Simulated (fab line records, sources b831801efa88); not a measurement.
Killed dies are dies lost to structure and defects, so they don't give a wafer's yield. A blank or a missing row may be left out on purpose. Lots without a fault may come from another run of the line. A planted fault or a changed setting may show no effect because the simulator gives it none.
fab line records | flow sky130
record lots=13 wafers=39 last_day=50
route steps=708 shown FIELD_ISO@16 NWELL@67
lots that met no fault: from a run of the same line without faults
start_h: hours from the record's first day to the start of the lot's first wafer shown | wait_h: hours since the lot's step before | " the same as in the row above | L1.1+2: a row that stands for several wafers | - no value, or no start given | * or withheld: withheld | < > ~ a bound
route shown NAME@n: a module of which the file shows steps, and the number in the route of the first | usual: mean/standard deviation of fault-free wafers | same: alike in all rows | chamber/n: place in a boat | sites: the reading at each site | _std_site: their standard deviation | _edge_site: outer sites' mean less inner sites' | radius_mm: how far each site lies from the wafer's centre | mask NAME#n: copy n | behind: the tool/chamber that last shaped the wafer | hold: why the lot was held/for how many hours/how that ended | device: the transistor (n, p or np) that didn't switch | end of line: the same wafers' tests at the end of the route | a step without rows: its recipe alone | killed: dies lost to structure and defects at the first sort, not the wafer's yield | map: a wafer's dies, x killed, . not, _ none there
set.NAME: the setting as run; set.NAME@STEP: as run at that earlier step | model.NAME: the simulator's own value behind a step, which no gauge read
steps of the route over a sample of lots; a table a step, a row a wafer
services: from which hour (start_h, from the record's first day; less than 0 if before it) a tool's chamber was out of use, for how many hours, and why
## steps
# step SKY_FIELD_ISO_ETCH_15
# recipe chemistry=CHF3/O2 target_depth_nm=180 stop_on=Si source_w=600 bias_w=200 pressure_mtorr=40 chf3_flow_sccm=50 O2_flow_sccm=5 time_s=72
# usual drypump_motor_current_A=5.8/0.44 oes_product_au=0.942/0.0072 throttle_valve_pct=8.843/0.0084
# same time_s=72
# columns lot.wafer tool chamber start_h wait_h drypump_motor_current_A oes_product_au rf_hours_counter_h throttle_valve_pct
L836.2 rie_diel-03 3 30.86 0.0 6.2 0.947 64 8.848
L836.3 " 1 " " 6.0 0.944 122 8.839
L836.6 " 1 " " 6.0 0.944 - 8.855
L837.3 rie_diel-04 1 36.68 0.0 6.0 0.946 1 8.843
L837.5 " 0 " " 6.6 0.943 - 8.832
L837.6 " 3 " " 5.9 0.943 - 8.844
L838.1 rie_diel-02 0 39.49 0.0 6.2 0.945 25 8.838
L838.2 " 1 " " 5.0 0.936 139 8.838
L838.4 " 2 " " 5.2 0.937 121 8.856
L848.2 rie_diel-02 3 94.86 0.0 6.2 0.952 147 8.841
L848.5 " 0 " " 6.3 0.943 - 8.851
L848.6 " 1 " " 5.0 0.944 - 8.830
L849.3 rie_diel-02 1 97.22 0.0 5.0 0.940 140 8.838
L849.4 " 0 " " 6.2 0.942 - 8.849
L849.5 " 1 " " 5.0 0.931 - 8.839
L850.1 rie_diel-03 0 103.89 0.0 5.5 0.937 78 8.836
L850.3 " 2 " " 5.8 0.934 87 8.842
L850.4 " 1 " " 6.0 0.941 123 8.837
L851.1 rie_diel-03 2 106.36 0.0 5.7 0.945 87 8.845
L851.2 " 1 " " 5.9 0.941 123 8.837
L851.6 " 1 " " 5.9 0.936 - 8.847
L852.1 rie_diel-03 1 112.77 0.0 6.0 0.932 123 8.839
L852.2 " 0 " " 5.5 0.939 78 8.829
L852.3 " 2 " " 5.8 0.932 87 8.846
L853.1 rie_diel-03 2 116.62 0.0 5.8 0.942 88 8.849
L853.2 " 0 " " 5.5 0.932 78 8.848
L853.4 " 3 " " 6.3 0.937 66 8.843
L856.3 rie_diel-03 2 135.04 0.0 5.7 0.942 88 8.838
L856.4 " 1 " " 6.0 0.955 124 8.844
L856.6 " 1 " " 6.0 0.949 - 8.839
L857.2 rie_diel-04 2 138.84 0.0 5.6 0.948 151 8.831
L857.4 " 0 " " 6.6 0.946 - 8.842
L857.6 " 1 " " 6.0 0.946 - 8.842
L858.1 rie_diel-04 2 143.27 0.0 5.5 0.938 151 8.844
L858.2 " 1 " " 6.0 0.934 3 8.837
L858.4 " 0 " " 6.6 0.943 - 8.838
L859.2 rie_diel-03 3 148.76 0.0 6.2 0.945 67 8.855
L859.3 " 1 " " 6.0 0.944 124 8.852
L859.4 " 0 " " 5.5 0.937 79 8.837
# step SKY_NWELL_STRIP_14
# recipe chemistry=O2/N2 power_w=1400 pressure_mtorr=1500 platen_temp_c=withheld o2_flow_sccm=3000 n2_flow_sccm=300 overash_fraction=0.5
# usual drypump_motor_current_A=5.73/0.29 oes_product_au=0.722/0.0046 strip_time_to_endpoint_s=36.94/0.1
# columns lot.wafer tool chamber start_h wait_h drypump_motor_current_A oes_product_au rf_hours_counter_h strip_time_to_endpoint_s
L836.2 plasma_asher-01 0 91.79 0.1 5.47 0.719 40 36.98
L836.3 " 0 " " 5.47 0.723 - 36.93
L836.6 " 1 " " 5.43 0.728 - 36.95
L837.3 plasma_asher-04 0 103.55 0.1 5.73 0.715 - 37.13
L837.5 " 0 " " 5.80 0.719 - 37.16
L837.6 " 1 " " 6.42 0.722 - 37.17
L838.1 plasma_asher-02 1 103.57 0.1 5.88 0.941 42 -
L838.2 " 0 " " 5.83 0.960 42 -
L838.4 " 1 " " 5.88 0.946 - -
L848.2 plasma_asher-02 1 162.38 0.1 5.85 0.718 48 37.03
L848.5 " 1 " " 5.87 0.725 - 36.99
L848.6 " 0 " " 5.82 0.726 - 37.02
L849.3 plasma_asher-02 1 166.20 0.1 5.84 0.726 - 36.92
L849.4 " 0 " " 5.82 0.727 - 36.92
L849.5 " 0 " " 5.80 0.717 - 36.90
L850.1 plasma_asher-02 0 171.97 0.1 5.81 0.725 49 37.02
L850.3 " 1 " " 5.86 0.721 - 36.95
L850.4 " 0 " " 5.81 0.729 - 37.06
L851.1 plasma_asher-02 1 175.67 0.1 5.82 0.722 50 37.03
L851.2 " 0 " " 5.80 0.717 50 37.03
L851.6 " 0 " " 5.81 0.728 - 37.01
L852.1 plasma_asher-04 1 181.28 0.1 6.35 0.723 35 36.74
L852.2 " 0 " " 5.81 0.723 35 36.94
L852.3 " 0 " " 5.75 0.721 - 36.93
L853.1 plasma_asher-02 1 185.72 0.1 5.85 0.718 51 36.92
L853.2 " 0 " " 5.82 0.721 51 37.06
L853.4 " 0 " " 5.83 0.727 - 36.98
L856.3 plasma_asher-01 0 203.75 0.1 5.46 0.715 - 36.93
L856.4 " 1 " " 5.42 0.729 - 36.89
L856.6 " 1 " " 5.42 0.723 - 36.98
L857.2 plasma_asher-01 0 209.07 0.1 5.47 0.728 52 36.93
L857.4 " 1 " " 5.44 0.728 - 37.07
L857.6 " 1 " " 5.43 0.721 - 36.94
L858.1 plasma_asher-01 1 212.33 0.1 5.45 0.730 53 36.67
L858.2 " 0 " " 5.52 0.725 53 36.83
L858.4 " 1 " " 5.44 0.723 - 36.83
L859.2 plasma_asher-01 1 218.78 0.1 5.43 0.730 53 36.89
L859.3 " 0 " " 5.50 0.714 - 36.86
L859.4 " 1 " " 5.43 0.721 - 36.89
# step SKY_NWELL_TW_MEAS_15
# usual NWELL_TW=1814/15
# columns lot.wafer tool chamber start_h wait_h NWELL_TW
L836.2 film_metro-03 - 91.90 0.1 1797
L836.3 " - " " 1799
L836.6 " - " " 1795
L837.3 film_metro-03 - 103.64 0.1 1791
L837.5 " - " " 1805
L837.6 " - " " 1807
L838.1 film_metro-04 - 103.67 0.1 1839
L838.2 " - " " 1835
L838.4 " - " " 1844
L848.2 film_metro-04 - 162.49 0.1 1829
L848.5 " - " " 1838
L848.6 " - " " 1833
L849.3 film_metro-03 - 166.29 0.1 1796
L849.4 " - " " 1790
L849.5 " - " " 1792
L850.1 film_metro-04 - 172.07 0.1 1826
L850.3 " - " " 1830
L850.4 " - " " 1822
L851.1 film_metro-04 - 175.77 0.1 1814
L851.2 " - " " 1811
L851.6 " - " " 1819
L852.1 film_metro-02 - 181.38 0.1 1830
L852.2 " - " " 1832
L852.3 " - " " 1826
L853.1 film_metro-02 - 185.82 0.1 1827
L853.2 " - " " 1817
L853.4 " - " " 1830
L856.3 film_metro-02 - 203.84 0.1 1802
L856.4 " - " " 1809
L856.6 " - " " 1818
L857.2 film_metro-04 - 209.18 0.1 1815
L857.4 " - " " 1826
L857.6 " - " " 1819
L858.1 film_metro-04 - 212.43 0.1 1819
L858.2 " - " " 1822
L858.4 " - " " 1815
L859.2 film_metro-02 - 218.89 0.1 1800
L859.3 " - " " 1808
L859.4 " - " " 1808
# step SKY_NWELL_STRIP_25
# recipe chemistry=O2/N2 power_w=1400 pressure_mtorr=1500 platen_temp_c=withheld o2_flow_sccm=3000 n2_flow_sccm=300 overash_fraction=0.5
# usual drypump_motor_current_A=5.77/0.29 oes_product_au=0.722/0.0047 strip_time_to_endpoint_s=36.95/0.092
# columns lot.wafer tool chamber start_h wait_h drypump_motor_current_A oes_product_au rf_hours_counter_h strip_time_to_endpoint_s
L836.2 plasma_asher-02 0 109.74 0.1 5.80 0.714 43 37.08
L836.3 " 0 " " 5.81 0.732 - 37.07
L836.6 " 0 " " 5.80 0.726 - 37.02
L837.3 plasma_asher-04 1 122.27 0.1 6.35 0.726 - 36.89
L837.5 " 1 " " 6.37 0.727 - 36.78
L837.6 " 0 " " 5.73 0.730 - 36.92
L838.1 plasma_asher-02 1 122.58 0.1 5.85 0.723 44 50.24
L838.2 " 0 " " 5.82 0.723 44 50.09
L838.4 " 1 " " 5.83 0.726 - 50.10
L848.2 plasma_asher-04 1 182.52 0.1 6.33 0.721 35 36.89
L848.5 " 0 " " 5.74 0.727 - 36.95
L848.6 " 1 " " 6.35 0.716 - 36.94
L849.3 plasma_asher-02 1 187.35 0.1 5.85 0.731 - 37.04
L849.4 " 0 " " 5.82 0.716 - 37.02
L849.5 " 0 " " 5.84 0.717 - 37.03
L850.1 plasma_asher-01 0 191.77 0.1 5.47 0.724 50 36.95
L850.3 " 1 " " 5.43 0.727 - 36.95
L850.4 " 0 " " 5.44 0.721 - 37.13
L851.1 plasma_asher-01 1 196.52 0.1 5.44 0.726 51 36.85
L851.2 " 0 " " 5.45 0.730 51 36.92
L851.6 " 0 " " 5.42 0.714 - 37.02
L852.1 plasma_asher-04 1 202.47 0.1 6.32 0.724 37 36.71
L852.2 " 0 " " 5.78 0.727 37 36.77
L852.3 " 0 " " 5.76 0.720 - 36.89
L853.1 plasma_asher-02 0 206.52 0.1 5.82 0.728 53 37.01
L853.2 " 1 " " 5.89 0.716 53 37.06
L853.4 " 0 " " 5.81 0.729 - 36.95
L856.3 plasma_asher-01 1 225.30 0.1 5.45 0.726 - 36.77
L856.4 " 0 " " 5.46 0.719 - 36.80
L856.6 " 0 " " 5.51 0.720 - 36.99
L857.2 plasma_asher-01 0 231.38 0.1 5.42 0.721 54 37.00
L857.4 " 0 " " 5.47 0.723 - 37.02
L857.6 " 1 " " 5.41 0.727 - 37.04
L858.1 plasma_asher-01 1 234.82 0.1 5.43 0.712 55 36.94
L858.2 " 0 " " 5.43 0.723 55 36.94
L858.4 " 0 " " 5.47 0.718 - 36.94
L859.2 plasma_asher-02 1 241.02 0.1 5.85 0.719 56 36.89
L859.3 " 0 " " 5.81 0.729 - 36.80
L859.4 " 1 " " 5.85 0.725 - 36.90
# step SKY_NWELL_TW_MEAS_26
# usual NWELL_2_TW=494/4.5
# columns lot.wafer tool chamber start_h wait_h NWELL_2_TW
L836.2 film_metro-04 - 109.85 0.1 503
L836.3 " - " " 501
L836.6 " - " " 499
L837.3 film_metro-03 - 122.36 0.1 489
L837.5 " - " " 488
L837.6 " - " " 487
L838.1 film_metro-03 - 122.68 0.1 29
L838.2 " - " " 30
L838.4 " - " " 30
L848.2 film_metro-02 - 182.63 0.1 498
L848.5 " - " " 499
L848.6 " - " " 499
L849.3 film_metro-04 - 187.44 0.1 499
L849.4 " - " " 495
L849.5 " - " " 497
L850.1 film_metro-04 - 191.87 0.1 498
L850.3 " - " " 498
L850.4 " - " " 498
L851.1 film_metro-04 - 196.62 0.1 495
L851.2 " - " " 497
L851.6 " - " " 496
L852.1 film_metro-03 - 202.57 0.1 496
L852.2 " - " " 495
L852.3 " - " " 495
L853.1 film_metro-04 - 206.62 0.1 497
L853.2 " - " " 496
L853.4 " - " " 497
L856.3 film_metro-03 - 225.39 0.1 490
L856.4 " - " " 493
L856.6 " - " " 492
L857.2 film_metro-02 - 231.49 0.1 491
L857.4 " - " " 491
L857.6 " - " " 490
L858.1 film_metro-03 - 234.92 0.1 491
L858.2 " - " " 489
L858.4 " - " " 488
L859.2 film_metro-04 - 241.13 0.1 503
L859.3 " - " " 500
L859.4 " - " " 502
# step SKY_NWELL_RS_MEAS_29
# recipe thk_meas_gauge=four-point-probe
# usual NWELL_RS=625.3/1.6
# columns lot.wafer tool chamber start_h wait_h NWELL_RS[ohm/sq]
L836.2 film_metro-04 - 110.07 0.1 625.1
L836.3 " - " " 625.4
L836.6 " - " " 627.1
L837.3 film_metro-04 - 122.59 0.1 622.3
L837.5 " - " " 623.4
L837.6 " - " " 623.1
L838.1 film_metro-02 - 122.90 0.1 626.1
L838.2 " - " " 625.1
L838.4 " - " " 625.4
L848.2 film_metro-03 - 182.85 0.1 624.1
L848.5 " - " " 625.1
L848.6 " - " " 624.1
L849.3 film_metro-04 - 187.67 0.1 624.2
L849.4 " - " " 624.1
L849.5 " - " " 625.6
L850.1 film_metro-03 - 192.08 0.1 624.5
L850.3 " - " " 625.0
L850.4 " - " " 624.0
L851.1 film_metro-03 - 196.83 0.1 626.0
L851.2 " - " " 628.0
L851.6 " - " " 625.7
L852.1 film_metro-02 - 202.78 0.1 623.1
L852.2 " - " " 625.4
L852.3 " - " " 625.6
L853.1 film_metro-03 - 206.83 0.1 627.8
L853.2 " - " " 629.0
L853.4 " - " " 625.7
L856.3 film_metro-04 - 225.63 0.1 624.3
L856.4 " - " " 623.7
L856.6 " - " " 624.6
L857.2 film_metro-02 - 231.72 0.1 629.2
L857.4 " - " " 627.0
L857.6 " - " " 626.2
L858.1 film_metro-02 - 235.13 0.1 626.2
L858.2 " - " " 626.5
L858.4 " - " " 625.7
L859.2 film_metro-02 - 241.35 0.1 624.7
L859.3 " - " " 624.2
L859.4 " - " " 625.1
## services
# columns tool chamber start_h hours kind
rie_diel-03 2 9.48 8.6 repair
rie_diel-04 - 39.92 1.8 repair
rie_diel-04 3 66.06 3.1 repair
rie_diel-03 - 66.08 1.9 repair
plasma_asher-04 - 72.30 0.6 repair
rie_diel-02 2 83.78 14.5 repair
plasma_asher-04 - 87.18 9.7 repair
rie_diel-03 3 104.86 9.7 repair
rie_diel-02 0 114.87 5.5 repair
rie_diel-02 1 116.67 10.7 repair
rie_diel-04 3 126.47 - clean
rie_diel-04 3 126.47 21.4 scheduled_down
rie_diel-04 3 126.47 21.4 vent_cycle
rie_diel-02 0 149.79 91.8 repair
plasma_asher-04 - 157.77 5.4 repair
rie_diel-04 0 160.58 5.9 repair
rie_diel-04 0 173.30 6.6 repair
rie_diel-04 2 180.30 - clean
rie_diel-04 2 180.30 19.9 scheduled_down
rie_diel-04 2 180.30 19.9 vent_cycle
plasma_asher-04 - 199.23 2.8 pm
rie_diel-03 2 212.98 4.3 repair
plasma_asher-04 - 222.98 4.3 repair
rie_diel-04 3 235.05 5.4 repair
## key
first_sign step=SKY_NWELL_STRIP_14 reading=oes_product_au direction=up sigmas=49 usual=0.722 struck=0.949
effect step=SKY_NWELL_STRIP_25 reading=strip_time_to_endpoint_s direction=up sigmas=99+ usual=* struck=*
effect step=SKY_NWELL_TW_MEAS_26 reading=NWELL_2_TW direction=down sigmas=99+ usual=494 struck=30
met_at SKY_NWELL_STRIP_14
struck_lots L838
sort_left_out L838.1,L838.2,L838.4
tester_left_out L838
not_acting_at SKY_FIELD_ISO_ETCH_15,SKY_NWELL_TW_MEAS_15,SKY_NWELL_RS_MEAS_29
fault kind=strip_aborted tool=plasma_asher-02 chamber=- onset_h=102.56 steps=SKY_NWELL_STRIP_14 offset=0.57454 end_h=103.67
# tester_left_out: of these lots the tester's yield and bins aren't shown, on N5 and GAA mostly nor the transistor test; their killed dies are dies lost to structure and defects alone, not to doping, threshold or leakage, so they don't give the yield
# sort_left_out: the simulated sort isn't trusted on such a fault, so these wafers' sort isn't shown, and their yield isn't known
